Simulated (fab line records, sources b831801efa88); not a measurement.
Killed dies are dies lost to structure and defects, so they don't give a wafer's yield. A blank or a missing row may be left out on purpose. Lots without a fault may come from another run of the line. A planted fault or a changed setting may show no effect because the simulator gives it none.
Which tool did it? | flow sky130 | 12 lots, 36 wafers sampled, at 1 step of a route of 708

WHAT THE GAUGES READ, wafer by wafer
SKY_FIELD_ISO_THK_MEAS_04.
lot  | measured    | on            | FIELD_ISO_CVD_03_THK (nm)
L075 | day 1 18:39 | film_metro-04 | 161.3 161.2 160.8
L077 | day 2 05:19 | film_metro-04 | 160.8 161.0 160.4
L079 | day 2 16:10 | film_metro-04 | 166.1 164.5 164.7
L081 | day 3 02:18 | film_metro-02 | 164.6 165.5 164.4
L083 | day 3 11:39 | film_metro-02 | 165.0 167.0 165.0
L085 | day 3 22:56 | film_metro-01 | 162.7 162.5 163.1
L087 | day 4 07:09 | film_metro-01 | 165.0 165.1 163.9
L089 | day 4 17:49 | film_metro-01 | 163.1 164.5 163.7
L091 | day 5 03:29 | film_metro-04 | 163.9 162.8 163.3
L093 | day 5 12:49 | film_metro-01 | 167.3 165.4 165.9
L095 | day 6 00:14 | film_metro-01 | 165.1 165.1 165.1
L097 | day 6 14:07 | film_metro-01 | 164.5 166.0 166.0

WHICH TOOL RAN EACH LOT (tool, then ch and the chambers of the sampled wafers, then the start)
The record holds no process step before these readings.

THE ANSWER, worked out from the rows above alone
Rule: what is usual is taken from the lots themselves. Put in order of their means at a reading, lots are off if they are a third of the lots or fewer, leave a main group of 4 or more, and stand apart from it by a gap of 3 or more times the standard deviation of the main group's means; of several such gaps the widest counts. A main group whose means are all the same, to the digits that the tables above print for the reading, isn't used. A lot without any number at a reading at which 4 lots or more have one is off too. The other lots that the step has rows for count as sound.
No lot is off at any reading shown: from this, nothing can be told.

WHAT THE SIMULATOR HAD PUT IN
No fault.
